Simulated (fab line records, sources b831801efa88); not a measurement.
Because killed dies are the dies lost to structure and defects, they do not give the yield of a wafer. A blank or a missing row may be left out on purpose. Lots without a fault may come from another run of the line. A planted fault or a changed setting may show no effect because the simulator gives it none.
fab line records	flow sky130
record: lots: 5	wafers: 13	lastDay: 49
route steps=708 shown LDD_LDN@294 SPACER@304 POLY_CUT@307 PAD_OPEN@708
lots that met no fault: taken from a fault-free run of the same line
startH: the number of hours between the record's first day and the start of the first shown wafer of the lot	waitH: hours from the lot's prior step to this one	" same as the row above	L1.1+2: a row that stands for several wafers	- no value present, or no start provided	* or withheld: withheld	< > ~ a bound
route shown NAME@n: names a module that has steps shown in the file, with the first one's number in the route	usual: the fault-free wafers' mean and standard deviation	same: alike in all rows	chamber/n: place in a boat	sites: per-site readings	_std_site: their standard deviation	_edge_site: mean of outer sites minus mean of inner sites	radiusMm: how far each site lies from the wafer's centre	mask NAME#n: copy n	behind: the last tool/chamber to shape the wafer	hold: what put the lot on hold/how long, in hours/how the hold closed	device: the transistor (n, p or np) that didn't switch	end of line: tests of these same wafers at the route's end	a step given without rows: its recipe and nothing more	killed: the dies lost at the first sort to structure and to defects; this is not the yield of the wafer	map: dies across one wafer; x = killed, . = not, _ = none there
set.NAME: the run value of the setting; set.NAME@STEP: its run value at that earlier step	model.NAME: the simulator's own value behind a step, which no gauge read
certain route steps with their lots: each step a table, each wafer a row
services: from which hour (startH, from the record's first day; less than 0 if before it) a tool's chamber was out of use, for how many hours, and why
== steps ==
step: SKY_LDD_LDN_PEB_05
recipe: tempC: withheld	timeS: *	resist: NOVOLAK
step: SKY_LDD_LDN_DEVELOP_06
recipe: resist: NOVOLAK	developer: TMAH	developTimeS: 60	devTempC: 23
step: SKY_LDD_LDN_OVL_MEAS_07
usual: LDD_LDN_OVL: 0.4/1.6
lot.wafer	tool	chamber	startH	waitH	LDD_LDN_OVL[nm]
L368.2	overlay-02	-	514.81	0.1	-0.4
L368.3	"	-	"	"	0.2
L368.4	"	-	"	"	-1.6
L376.1	overlay-02	-	594.41	0.1	-1.0
L376.4	"	-	"	"	-1.5
L376.5	"	-	"	"	-0.9
L382.1	overlay-02	-	647.86	0.1	-1.9
L382.4	"	-	"	"	-4.2
L382.5	"	-	"	"	-1.2
L384.5	overlay-01	-	664.49	0.0	2.5
L389.4	overlay-02	-	691.03	0.1	3.5
L389.5	"	-	"	"	3.6
L389.6	"	-	"	"	2.8
step: SKY_LDD_LDN_IMPLANT_08
recipe: species: As	energyKev: 15	doseCm2: 1.25e+13	tiltDeg: withheld	rotationDeg: 23
step: SKY_LDD_LDN_IMPLANT_09
recipe: species: As	energyKev: 15	doseCm2: 1.25e+13	tiltDeg: withheld	rotationDeg: 113
step: SKY_LDD_LDN_IMPLANT_10
recipe: species: As	energyKev: 15	doseCm2: 1.25e+13	tiltDeg: withheld	rotationDeg: 203
step: SKY_LDD_LDN_IMPLANT_11
recipe: species: As	energyKev: 15	doseCm2: 1.25e+13	tiltDeg: withheld	rotationDeg: 293
step: SKY_LDD_LDN_STRIP_12
recipe: chemistry: O2/N2	powerW: 1400	pressureMtorr: 1500	platenTempC: withheld	o2FlowSccm: 3000	n2FlowSccm: 300	overashFraction: 0.5
usual: drypumpMotorCurrentA: 6.0/0.31	oesProductAu: 0.716/0.0046	stripTimeToEndpointS: 14.19/0.04
lot.wafer	tool	chamber	startH	waitH	drypumpMotorCurrentA	oesProductAu	rfHoursCounterH	stripTimeToEndpointS
L368.2	plasmaAsher-01	1	515.44	0.1	5.9	0.717	83	14.23
L368.3	"	1	"	"	6.0	0.712	-	14.16
L368.4	"	0	"	"	6.4	0.711	-	14.23
L376.1	plasmaAsher-01	0	595.05	0.1	6.4	0.714	91	14.23
L376.4	"	1	"	"	6.0	0.709	-	14.21
L376.5	"	0	"	"	6.4	0.716	-	14.19
L382.1	plasmaAsher-01	0	648.49	0.1	6.4	0.722	97	14.16
L382.4	"	1	"	"	5.9	0.715	-	14.16
L382.5	"	0	"	"	6.4	0.717	-	14.17
L384.5	plasmaAsher-03	0	665.17	0.1	6.5	0.735	-	14.20
L389.4	plasmaAsher-02	0	691.68	0.1	5.8	0.722	-	14.22
L389.5	"	0	"	"	5.8	0.718	-	14.24
L389.6	"	1	"	"	5.6	0.720	-	14.22
step: SKY_LDD_LDN_TW_MEAS_13
usual: LDD_LDN_TW: 1489/6.6
lot.wafer	tool	chamber	startH	waitH	LDD_LDN_TW
L368.2	filmMetro-01	-	515.55	0.1	1484
L368.3	"	-	"	"	1496
L368.4	"	-	"	"	1486
L376.1	filmMetro-03	-	595.15	0.1	1500
L376.4	"	-	"	"	1493
L376.5	"	-	"	"	1487
L382.1	filmMetro-03	-	648.59	0.1	1481
L382.4	"	-	"	"	1498
L382.5	"	-	"	"	1497
L384.5	filmMetro-01	-	665.24	0.0	1494
L389.4	filmMetro-01	-	691.77	0.1	1491
L389.5	"	-	"	"	1491
L389.6	"	-	"	"	1491
step: SKY_LDD_LDN_CLEAN_14
recipe: chemistry: SC1/SC2	mix: 1:4:20	tempC: 70	timeS: 150	dry: n2Spin
step: SKY_SPACER_CVD_00
recipe: material: Si3N4	precursor: DCS/NH3	targetThkNm: 43.1	tempC: 770	timeS: 740	pressureMtorr: 250
step: SKY_SPACER_THK_MEAS_01
recipe: reads: Si3N4_of_SPACER_CVD_00
usual: SPACER_CVD_00_THK: 43.1/0.39
lot.wafer	tool	chamber	startH	waitH	SPACER_CVD_00_THK[nm]
L368.2	filmMetro-02	-	518.00	0.0	43.5
L368.3	"	-	"	"	43.1
L368.4	"	-	"	"	43.5
L376.1	filmMetro-04	-	596.47	0.0	42.7
L376.4	"	-	"	"	43.2
L376.5	"	-	"	"	43.0
L382.1	filmMetro-04	-	650.00	0.0	43.2
L382.4	"	-	"	"	42.7
L382.5	"	-	"	"	42.9
L384.5	filmMetro-02	-	666.56	0.0	43.7
L389.4	filmMetro-02	-	693.10	0.0	43.3
L389.5	"	-	"	"	43.5
L389.6	"	-	"	"	43.4
step: SKY_SPACER_ETCHBACK_02
recipe: chemistry: CH3F/O2	target: Si3N4	stopOn: SiO2	sourceW: 400	biasW: 80	pressureMtorr: 25	ch3fFlowSccm: 40	O2_flow_sccm: 30	timeS: 46.7	targetDepthA: 450
usual: drypumpMotorCurrentA: 5.8/0.44	oesProductAu: 0.855/0.0068	runLengthS: 74.9/0.39	throttleValvePct: 10.562/0.0089
lot.wafer	tool	chamber	startH	waitH	drypumpMotorCurrentA	oesProductAu	rfHoursCounterH	runLengthS	throttleValvePct	model.SiO2_of_SONOS_ONO_CVD_04.thkNm
L368.2	rieDiel-01	0	518.05	0.0	6.4	0.861	9	75.3	10.558	4.083
L368.3	"	3	"	"	5.1	0.859	11	75.0	10.551	4.129
L368.4	"	1	"	"	5.3	0.856	7	74.8	10.569	4.077
L376.1	rieDiel-04	1	596.53	0.1	5.9	0.849	39	75.1	10.557	4.334
L376.4	"	0	"	"	6.4	0.861	5	74.9	10.586	4.266
L376.5	"	2	"	"	6.0	0.860	-	74.6	10.549	4.14
L382.1	rieDiel-02	2	650.06	0.1	6.1	0.858	59	75.3	10.565	4.204
L382.4	"	3	"	"	6.3	0.838	7	74.5	10.564	4.168
L382.5	"	2	"	"	6.1	0.860	-	75.3	10.571	4.161
L384.5	rieDiel-04	2	666.60	0.0	5.9	0.749	-	87.3	10.542	2.69
L389.4	rieDiel-02	2	693.15	0.0	6.1	0.852	-	74.7	10.567	4.033
L389.5	"	0	"	"	5.9	0.857	-	75.0	10.568	3.9
L389.6	"	1	"	"	5.3	0.870	-	74.8	10.552	4.001
step: SKY_POLY_CUT_DEHYDRATE_00
recipe: tempC: 200	timeS: 60
step: SKY_POLY_CUT_HMDS_01
recipe: primeTimeS: 60	primeTempC: 120
step: SKY_POLY_CUT_COAT_02
recipe: resist: BARC	tempC: withheld	timeS: withheld	spinRpm: 3000	resistThkNm: 60
step: SKY_POLY_CUT_COAT_03
recipe: resist: KrF-thick	spinRpm: 3000	resistThkNm: 450
step: SKY_POLY_CUT_SOFTBAKE_04
recipe: tempC: 100	timeS: 90	resist: KrF-thick
step: SKY_POLY_CUT_EXPOSE_05
recipe: maskId: NPCM	na: 0.8	sourceShape: annular	sigmaInner: 0.55	sigmaOuter: 0.85	targetCdNm: 270	doseMj: 32
step: SKY_POLY_CUT_PEB_06
recipe: pebTempC: withheld	pebTimeS: withheld	resist: KrF-thick
step: SKY_POLY_CUT_DEVELOP_07
recipe: developTimeS: 60	resist: KrF-thick	devTempC: 21
step: SKY_POLY_CUT_CD_MEAS_08
recipe: targetCdNm: 270
usual: cdNm: 269.7/1.3
lot.wafer	tool	chamber	startH	waitH	cdNm
L368.2	cdSem-02	-	548.79	-	269.5
L368.3	"	-	"	"	269.2
L368.4	"	-	"	"	270.8
L376.1	cdSem-01	-	626.02	-	271.0
L376.4	"	-	"	"	270.8
L376.5	"	-	"	"	269.7
L382.1	cdSem-02	-	679.17	-	270.0
L382.4	"	-	"	"	269.7
L382.5	"	-	"	"	269.5
L384.5	cdSem-02	-	695.76	-	268.8
L389.4	cdSem-01	-	720.62	-	270.3
L389.5	"	-	"	"	272.6
L389.6	"	-	"	"	272.2
step: SKY_POLY_CUT_OVL_MEAS_09
usual: POLY_CUT_OVL: -2/5.9
lot.wafer	tool	chamber	startH	waitH	POLY_CUT_OVL[nm]
L368.2	overlay-01	-	548.90	0.1	4
L368.3	"	-	"	"	-6
L368.4	"	-	"	"	9
L376.1	overlay-01	-	626.14	0.1	-4
L376.4	"	-	"	"	4
L376.5	"	-	"	"	-11
L382.1	overlay-02	-	679.29	0.1	8
L382.4	"	-	"	"	1
L382.5	"	-	"	"	10
L384.5	overlay-02	-	695.82	0.0	-3
L389.4	overlay-01	-	720.70	0.1	1
L389.5	"	-	"	"	-9
L389.6	"	-	"	"	-4
step: SKY_POLY_CUT_ETCH_10
recipe: chemistry: N2/H2	target: BARC	ionEnergyEv: 200	sourceW: 500	biasW: 100	pressureMtorr: 30	n2FlowSccm: 100	h2FlowSccm: 200	stopOn: SiO2	timeS: 45.9	targetDepthA: 600
usual: drypumpMotorCurrentA: 5.8/0.39	oesProductAu: 0.855/0.0043	throttleValvePct: 13.225/0.0087
same: timeS: 45.9
lot.wafer	tool	chamber	startH	waitH	drypumpMotorCurrentA	oesProductAu	rfHoursCounterH	throttleValvePct
L368.2	rieDiel-03	1	548.93	0.0	5.6	0.853	0	13.218
L368.3	"	2	"	"	6.2	0.851	11	13.228
L368.4	"	3	"	"	5.9	0.858	21	13.229
L376.1	rieDiel-03	3	626.18	0.0	5.9	0.851	23	13.227
L376.4	"	1	"	"	5.6	0.849	2	13.219
L376.5	"	2	"	"	6.2	0.862	-	13.222
L382.1	rieDiel-03	2	679.33	0.0	6.2	0.853	13	13.211
L382.4	"	0	"	"	5.1	0.851	5	13.227
L382.5	"	0	"	"	5.1	0.862	-	13.227
L384.5	rieDiel-02	3	695.86	0.0	6.3	0.858	-	13.221
L389.4	rieDiel-03	1	720.72	0.0	5.6	0.853	4	13.227
L389.5	"	0	"	"	5.1	0.854	-	13.228
L389.6	"	3	"	"	5.9	0.857	-	13.220
step: SKY_POLY_CUT_ETCH_11
recipe: target: Si3N4	chemistry: CF4/CH2F2/Ar	stopOn: poly-Si	sourceW: 600	biasW: 150	pressureMtorr: 40	cf4FlowSccm: 40	ch2f2FlowSccm: 20	Ar_flow_sccm: 150	timeS: 42.5	targetDepthA: 600
usual: drypumpMotorCurrentA: 5.8/0.39	mfcArSccm: 150.0/0.47	oesProductAu: 0.831/0.0067	throttleValvePct: 14.995/0.0092
same: timeS: 42.5
lot.wafer	tool	chamber	startH	waitH	drypumpMotorCurrentA	mfcArSccm	oesProductAu	rfHoursCounterH	throttleValvePct	model.etch.depthNm	model.POLY_CUT.featureDepthNm
L368.2	rieDiel-03	1	548.97	0.0	5.6	149.5	0.841	1	14.986	63.59	63.59
L368.3	"	2	"	"	6.2	150.4	0.837	11	14.996	62.89	62.89
L368.4	"	3	"	"	5.9	149.3	0.831	21	15.003	62.96	62.96
L376.1	rieDiel-03	3	626.22	0.0	5.8	151.1	0.834	23	15.008	62.73	62.73
L376.4	"	1	"	"	5.5	149.9	0.834	2	14.988	62.96	62.96
L376.5	"	2	"	"	6.2	149.5	0.834	-	14.995	63.05	63.05
L382.1	rieDiel-03	2	679.37	0.0	6.2	150.5	0.831	13	14.997	61.77	61.77
L382.4	"	0	"	"	5.1	150.0	0.819	5	14.986	60.97	60.97
L382.5	"	0	"	"	5.1	149.5	0.822	-	14.997	60.86	60.86
L384.5	rieDiel-02	3	695.90	0.0	6.3	150.0	0.806	-	14.989	58.35	58.35
L389.4	rieDiel-03	1	720.76	0.0	5.6	150.6	0.836	4	14.996	62.85	62.85
L389.5	"	0	"	"	5.1	150.5	0.845	-	15.000	62.88	62.88
L389.6	"	3	"	"	5.9	150.1	0.837	-	14.996	62.84	62.84
step: SKY_POLY_CUT_STRIP_12
recipe: chemistry: O2/N2	powerW: 1400	pressureMtorr: 1500	platenTempC: withheld	o2FlowSccm: 3000	n2FlowSccm: 300	overashFraction: 0.5
usual: drypumpMotorCurrentA: 5.9/0.37	oesProductAu: 0.453/0.0042	stripTimeToEndpointS: 5.365/0.016
lot.wafer	tool	chamber	startH	waitH	drypumpMotorCurrentA	oesProductAu	rfHoursCounterH	stripTimeToEndpointS
L368.2	plasmaAsher-01	0	549.01	0.0	6.4	0.455	85	5.365
L368.3	"	1	"	"	5.9	0.457	-	5.368
L368.4	"	0	"	"	6.4	0.456	-	5.363
L376.1	plasmaAsher-02	1	626.26	0.0	5.6	0.459	51	5.354
L376.4	"	1	"	"	5.5	0.448	-	5.353
L376.5	"	1	"	"	5.6	0.461	-	5.380
L382.1	plasmaAsher-01	1	679.41	0.0	6.0	0.454	100	5.344
L382.4	"	0	"	"	6.4	0.452	-	5.368
L382.5	"	1	"	"	6.0	0.450	-	5.346
L384.5	plasmaAsher-01	1	695.98	0.1	5.9	0.454	-	5.358
L389.4	plasmaAsher-02	0	720.83	0.1	5.8	0.453	-	5.354
L389.5	"	0	"	"	5.8	0.459	-	5.369
L389.6	"	1	"	"	5.6	0.453	-	5.337
step: SKY_PAD_OPEN_PROBE_99
usual: killed_at_M0_to_M3: 44/7.1	killed_at_M4_up: 3.3/1.8	killedAtContacts: 24/5.1	killedAtFrontEnd: 16/4.7	killedAtOther: 0.3/0.52	killedDies: 87/9.7	killedOpen: 47/6.8	killedShort: 39/6.7
same: grossDies: 492	killedAtBackSide: 0
lot.wafer	tool	chamber	startH	waitH	killed_at_M0_to_M3	killed_at_M4_up	killedAtContacts	killedAtFrontEnd	killedAtOther	killedDies	killedOpen	killedShort	model.etest.pfet_01v8.rOnOhmUm	model.etest.resPdiff.lineOhmUm	model.etest.resNdiff.lineOhmUm	model.etest.sonosUncharged.rOnOhmUm	model.etest.pfet_01v8.driveUaUm	model.etest.resPdiff.rsOhmSq	model.etest.sramPfetLatch.driveUaUm	model.etest.pfet_01v8_hvt.driveUaUm
L368.2	prober-02	-	1073.44	0.1	27	6	21	10	0	64	29	35	3040	1349	740	789.5	180.9	199.1	140.3	134.6
L368.3	prober-02	-	1073.49	0.2	47	4	17	8	0	76	42	34	3012	1380	748	795	182.6	196.9	135.5	135.8
L368.4	prober-02	-	1073.54	0.2	55	2	21	7	0	85	48	37	3024	1352	752.7	810.5	180.7	199.3	131.3	133
L376.1	prober-01	-	1123.96	0.1	38	5	31	16	1	91	48	43	2827	1357	745.7	796.5	198.3	196.2	150.4	147.9
L376.4	prober-01	-	1124.11	0.2	51	1	25	13	0	90	56	34	2894	1370	773.1	808.6	192.3	198.1	142.8	143.7
L376.5	prober-01	-	1124.16	0.2	46	3	24	31	2	106	53	51	2872	1372	753.3	796.7	194.8	198.7	145.1	145.9
L382.1	prober-01	-	1156.95	0.1	59	5	17	20	0	101	55	46	2870	1370	767.3	823.1	193.9	194.5	138.1	142.6
L382.4	prober-01	-	1157.10	0.2	33	1	25	24	0	83	45	38	2788	1331	748.8	806.5	203.4	193.6	154.1	150.2
L382.5	prober-01	-	1157.15	0.2	46	5	25	15	0	91	51	40	2832	1349	764	812	197.8	193.8	147.3	148.1
L384.5	prober-02	-	1168.94	0.2	45	3	26	19	0	93	53	39	2868	1317	747	777.6	191.7	189.6	146.8	143.1
L389.4	prober-02	-	1181.21	0.2	34	3	23	10	0	70	40	30	2971	1348	740.6	802.1	184.3	199.9	139.8	138
L389.5	prober-02	-	1181.26	0.2	51	5	26	25	1	108	51	54	2969	1312	729.9	794.8	187.2	199.8	141.3	138.6
L389.6	prober-02	-	1181.31	0.2	47	3	30	15	1	96	55	40	3022	1351	757.9	798.4	181.3	199.1	137.4	135
killed by level:class
L368.2 LOCAL_INTERCONNECT:geometricParticle:short=7 LI_CONTACT:geometricParticle:open=6 VIA1:geometricParticle:open=6 CONTACT:geometricParticle:open=5 VIA1:geometricParticle:short=5 METAL4:geometricParticle:short=5 POLY_GATE:geometricParticle:short=3 METAL2:geometricParticle:short=3
L368.3 VIA1:geometricParticle:open=11 CONTACT:geometricParticle:open=8 VIA1:geometricParticle:short=7 LOCAL_INTERCONNECT:geometricParticle:short=5 METAL2:geometricParticle:open=5 METAL2:geometricParticle:short=5 VIA2:geometricParticle:open=4 METAL3:geometricParticle:short=4
L368.4 VIA1:geometricParticle:open=13 VIA3:geometricParticle:open=11 VIA2:geometricParticle:open=8 CONTACT:geometricParticle:open=8 METAL1:geometricParticle:short=6 VIA1:geometricParticle:short=5 METAL2:geometricParticle:short=5 LI_CONTACT:geometricParticle:open=4
L376.1 VIA1:geometricParticle:open=8 CONTACT:geometricParticle:open=8 LOCAL_INTERCONNECT:geometricParticle:short=7 VIA3:geometricParticle:open=6 LI_CONTACT:geometricParticle:short=5 LI_CONTACT:geometricParticle:open=5 VIA1:geometricParticle:short=5 FIELD_ISO:geometricParticle:open=4
L376.4 VIA1:geometricParticle:open=17 VIA2:geometricParticle:open=13 CONTACT:geometricParticle:open=7 LI_CONTACT:geometricParticle:open=5 LOCAL_INTERCONNECT:geometricParticle:short=5 LI_CONTACT:geometricParticle:short=4 METAL1:geometricParticle:short=4 VIA1:geometricParticle:short=4
L376.5 FIELD_ISO:geometricParticle:open=11 METAL2:geometricParticle:short=8 VIA1:geometricParticle:open=8 VIA2:geometricParticle:open=8 CONTACT:geometricParticle:short=7 LI_CONTACT:geometricParticle:open=6 CONTACT:geometricParticle:open=6 FIELD_ISO:geometricParticle:short=5
L382.1 VIA1:geometricParticle:open=15 METAL2:geometricParticle:short=12 VIA2:geometricParticle:open=10 POLY_GATE:geometricParticle:open=8 VIA1:geometricParticle:short=7 CONTACT:geometricParticle:open=6 VIA3:geometricParticle:open=6 FIELD_ISO:geometricParticle:open=4
L382.4 CONTACT:geometricParticle:open=8 FIELD_ISO:geometricParticle:open=7 VIA1:geometricParticle:open=7 FIELD_ISO:geometricParticle:short=6 LI_CONTACT:geometricParticle:open=6 LOCAL_INTERCONNECT:geometricParticle:short=6 VIA1:geometricParticle:short=5 CONTACT:geometricParticle:short=4
L382.5 VIA1:geometricParticle:open=11 LI_CONTACT:geometricParticle:open=8 CONTACT:geometricParticle:open=7 VIA2:geometricParticle:open=7 LOCAL_INTERCONNECT:geometricParticle:short=6 METAL1:geometricParticle:short=6 METAL2:geometricParticle:short=5 VIA3:geometricParticle:open=5
L384.5 VIA1:geometricParticle:open=18 CONTACT:geometricParticle:open=12 POLY_GATE:geometricParticle:open=8 VIA2:geometricParticle:open=6 FIELD_ISO:geometricParticle:short=5 LOCAL_INTERCONNECT:geometricParticle:short=5 METAL2:geometricParticle:short=4 LI_CONTACT:geometricParticle:open=4
L389.4 CONTACT:geometricParticle:open=13 VIA1:geometricParticle:open=8 METAL2:geometricParticle:short=5 FIELD_ISO:geometricParticle:open=4 LI_CONTACT:geometricParticle:open=4 VIA2:geometricParticle:open=4 METAL3:geometricParticle:short=4 LOCAL_INTERCONNECT:geometricParticle:short=3
L389.5 CONTACT:geometricParticle:open=10 VIA1:geometricParticle:open=9 POLY_GATE:geometricParticle:short=7 POLY_GATE:geometricParticle:open=7 VIA2:geometricParticle:open=7 METAL2:geometricParticle:short=7 LOCAL_INTERCONNECT:geometricParticle:short=6 VIA1:geometricParticle:short=5
L389.6 LI_CONTACT:geometricParticle:open=11 CONTACT:geometricParticle:open=10 METAL2:geometricParticle:short=8 VIA2:geometricParticle:short=8 VIA1:geometricParticle:open=7 FIELD_ISO:geometricParticle:open=6 VIA2:geometricParticle:open=6 CONTACT:geometricParticle:short=4
== services ==
tool	chamber	startH	hours	kind
rieDiel-03	-	495.18	0.7	repair
rieDiel-01	-	497.93	2.8	pm
rieDiel-04	0	498.26	17.6	repair
plasmaAsher-01	-	498.80	8.8	repair
rieDiel-01	2	507.43	7.2	repair
rieDiel-04	1	523.77	17.8	repair
rieDiel-01	0	525.04	7.7	repair
rieDiel-04	-	530.10	0.6	repair
plasmaAsher-01	-	530.86	14.6	pm
rieDiel-02	-	533.90	2.3	repair
rieDiel-01	3	545.20	2.7	repair
rieDiel-01	0	558.89	25.0	repair
rieDiel-04	3	559.04	4.5	repair
rieDiel-03	3	569.48	10.7	repair
rieDiel-01	3	570.65	4.5	repair
rieDiel-04	1	582.78	12.4	repair
plasmaAsher-02	-	597.09	2.9	repair
rieDiel-04	3	604.39	2.6	repair
rieDiel-03	1	638.17	2.3	repair
rieDiel-04	-	647.88	6.1	repair
rieDiel-02	-	651.52	1.9	repair
rieDiel-02	-	655.44	0.6	repair
rieDiel-02	3	688.98	4.5	repair
rieDiel-03	2	708.88	3.1	repair
== key ==
firstSign: step: SKY_SPACER_ETCHBACK_02	reading: runLengthS	direction: up	sigmas: 31	usual: *	struck: *
effect: step: SKY_SPACER_ETCHBACK_02	reading: oesProductAu	direction: down	sigmas: 16	usual: 0.855	struck: 0.749
effect: step: SKY_POLY_CUT_ETCH_11	reading: oesProductAu	direction: down	sigmas: 3.7	usual: 0.831	struck: 0.806
modelEffect: step: SKY_SPACER_ETCHBACK_02	value: SiO2_of_SONOS_ONO_CVD_04.thkNm	without: 4.008	struck: 2.69
modelEffect: step: SKY_POLY_CUT_ETCH_11	value: etch.depthNm	without: 62	struck: 58.35
modelEffect: step: SKY_PAD_OPEN_PROBE_99	value: etest.pfet_01v8.rOnOhmUm	without: 3016	struck: 2868
metAt SKY_SPACER_ETCHBACK_02
struckWafers L384.5
testerLeftOut L384
onsetBetween 596.53 666.60
earlierFault: kind: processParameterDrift	tool: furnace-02	chamber: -	onsetH: 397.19	steps: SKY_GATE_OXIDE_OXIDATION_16	channel: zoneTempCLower	offset: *	shape: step	endH: 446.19
fault: kind: processParameterDrift	tool: rieDiel-04	chamber: 2	onsetH: 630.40	steps: SKY_SPACER_ETCHBACK_02	channel: timeS	offset: *	shape: step	endH: 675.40	actsIn: *	stated: *
testerLeftOut: of these lots the tester's yield and bins aren't shown, on N5 and GAA mostly nor the transistor test; their killed dies are dies lost to structure and defects alone, not to doping, threshold or leakage, so they don't give the yield
